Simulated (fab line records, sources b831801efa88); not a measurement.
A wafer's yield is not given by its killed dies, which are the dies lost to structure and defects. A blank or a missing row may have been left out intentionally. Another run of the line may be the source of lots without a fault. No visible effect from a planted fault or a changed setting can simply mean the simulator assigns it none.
A struck lot beside a sound one | flow gf180mcu | 42 out of 602 route steps
Sound: the wafers L384.4, L384.5, L384.6. Struck: wafer L386.6 (left out: L386.1, L386.4 of the same lot, which were not struck); the cause appears at the end.
For every step that has rows: the tool of each side, followed by ch and its chambers, followed by its first start. Under that, the readings that differ: sound wafers | struck wafers | difference of the means | sigmas: that difference in standard deviations of wafers without a fault.
alike: a reading whose means differ by less than 2 such deviations, as well as words and numbers matching on both sides. not compared: withheld readings; readings where some wafer has no value; bounds like >300 that might hide an equal value; numbers whose values overlap and for which the record gives no deviation.
The two part at a step that has a row with sigmas, a row that says differs or no value, or rows on one side only. Non-overlapping numbers with no deviation appear without sigmas and do not part them. Lack of a reading on every wafer of one side parts them only where that side has two or more wafers.

first, 9 steps without rows for these wafers: GF_STI_OXIDATION_21 (stabilise 600 s, purge 300 s, target thk 15 nm); GF_STI_CVD_23 (deposits SiO2, target thk 650 nm, time 108.3 s); GF_STI_CMP_25 (polishes, stops on Si3N4, t overpolish 33 s, target thk 524.6 nm); GF_STI_WET_ETCH_26 (etches SiO2 in dHF, target depth 94 nm, time 188 s); GF_STI_WET_ETCH_27 (etches Si3N4 in H3PO4, target depth 160 nm, time 1825 s); GF_STI_WET_ETCH_28 (etches SiO2 in dHF, target depth 20 nm, time 40 s); GF_STI_OXIDATION_29 (stabilise 600 s, purge 300 s, target thk 10 nm); GF_DNWELL_DEHYDRATE_00 (time 60 s); GF_DNWELL_HMDS_01 (prime time 60 s).
GF_DNWELL_COAT_02: resist thk 3000 nm.
  sound on litho track-02 ch 0, day 3 03:19; struck on litho track-02 ch 0, day 3 14:42
  reading                                  | sound          | struck | difference | sigmas
  model.coat_of_DNWELL_COAT_02.thk nm (nm) | 2993 3000 2994 | 1607   | -1389      |
  alike: chill plate temp C, resist line temp C, spin speed rpm
then, 3 steps without rows for these wafers: GF_DNWELL_SOFTBAKE_03; GF_DNWELL_EXPOSE_04 (exposes mask DNWELL, target cd 1700 nm); GF_DNWELL_PEB_05.
GF_DNWELL_DEVELOP_06: develop time 60 s.
  sound on litho track-02 ch 0; struck on litho track-02 ch 0
  reading                                  | sound             | struck | difference | sigmas
  chill plate temp C (C)                   | 22.89 22.87 22.99 | 23.17  | +0.25      | +2
  model.coat_of_DNWELL_COAT_02.thk nm (nm) | 2992 2999 2993    | 1606   | -1389      |
  alike: resist line temp C
next, for these wafers, 1 step has no rows: GF_DNWELL_IMPLANT_07.
GF_DNWELL_STRIP_08: strips in O2/N2.
  sound on plasma asher-04 ch 0,1, day 3 09:59; struck on plasma asher-04 ch 1, day 3 21:12
  reading                      | sound             | struck | difference | sigmas
  strip time to endpoint s (s) | 36.87 36.95 36.90 | 20.74  | -16.17     | -99 or more
  alike: drypump motor current A, heater power w, oes product au
  not compared: rf hours counter h
then, 10 steps without rows for these wafers: GF_NWELL_DEHYDRATE_00 (time 60 s); GF_NWELL_HMDS_01 (prime time 60 s); GF_NWELL_COAT_02 (resist thk 3000 nm); GF_NWELL_SOFTBAKE_03; GF_NWELL_EXPOSE_04 (exposes mask Nwell, target cd 860 nm); GF_NWELL_PEB_05; GF_NWELL_DEVELOP_06 (develop time 60 s); GF_NWELL_IMPLANT_08; GF_NWELL_IMPLANT_09; GF_NWELL_STRIP_10 (strips in O2/N2).
GF_NWELL_TW_MEAS_11:
  sound on film metro-01, day 3 23:38; struck on film metro-01, day 4 11:50
  reading  | sound          | struck | difference | sigmas
  NWELL_TW | 1580 1576 1583 | 1847   | +267       | +34
  not compared: hold
then, 8 steps without rows for these wafers: GF_LVPWELL_HMDS_01 (prime time 60 s); GF_LVPWELL_COAT_02 (resist thk 3000 nm); GF_LVPWELL_SOFTBAKE_03; GF_LVPWELL_EXPOSE_04 (exposes mask LVPWELL, target cd 600 nm); GF_LVPWELL_PEB_05; GF_LVPWELL_DEVELOP_06 (develop time 60 s); GF_LVPWELL_IMPLANT_08; GF_LVPWELL_IMPLANT_09.
GF_LVPWELL_TW_MEAS_11:
  sound on film metro-01, day 4 13:16; struck on film metro-01, day 5 02:20
  reading    | sound       | struck | difference | sigmas
  LVPWELL_TW | 557 556 557 | 1402   | +845       | +99 or more
  not compared: hold
GF_MVSD_TW_MEAS_11:
  sound on film metro-01, day 5 03:31; struck on film metro-01, day 5 17:32
  reading | sound          | struck | difference | sigmas
  MVSD_TW | 1579 1578 1575 | 1863   | +286       | +30
  not compared: hold
GF_MVPSD_TW_MEAS_11:
  sound on film metro-01, day 5 18:10; struck on film metro-01, day 6 08:02
  reading  | sound             | struck | difference | sigmas
  MVPSD_TW | 549.8 551.5 551.1 | 1403.1 | +852.3     | +99 or more
GF_VT_IMPLANT_TW_MEAS_10:
  sound on film metro-03, day 6 08:58; struck on film metro-03, day 6 23:21
  reading       | sound       | struck | difference | sigmas
  VT_IMPLANT_TW | 559 557 559 | 1394   | +836       | +99 or more
GF_VT_IMPLANT_TW_MEAS_21:
  sound on film metro-01, day 7 00:17; struck on film metro-01, day 7 14:35
  reading         | sound          | struck | difference | sigmas
  VT_IMPLANT_2_TW | 1206 1207 1205 | 1618   | +412       | +42
GF_VT_IMPLANT_TW_MEAS_32:
  sound on film metro-01, day 7 15:59; struck on film metro-04, day 8 07:27
  reading         | sound             | struck | difference | sigmas
  VT_IMPLANT_3_TW | 267.6 265.5 267.3 | 1375.1 | +1108.3    | +99 or more
GF_PASSIVATION_PROBE_99:
  the record holds rows for the sound wafers here (prober-02, day 29 22:43) but none for the struck ones

## WHERE THEY PART
Earliest at GF_DNWELL_DEVELOP_06; latest, in this record, at GF_PASSIVATION_PROBE_99.

WHY: what had been put in by the simulator
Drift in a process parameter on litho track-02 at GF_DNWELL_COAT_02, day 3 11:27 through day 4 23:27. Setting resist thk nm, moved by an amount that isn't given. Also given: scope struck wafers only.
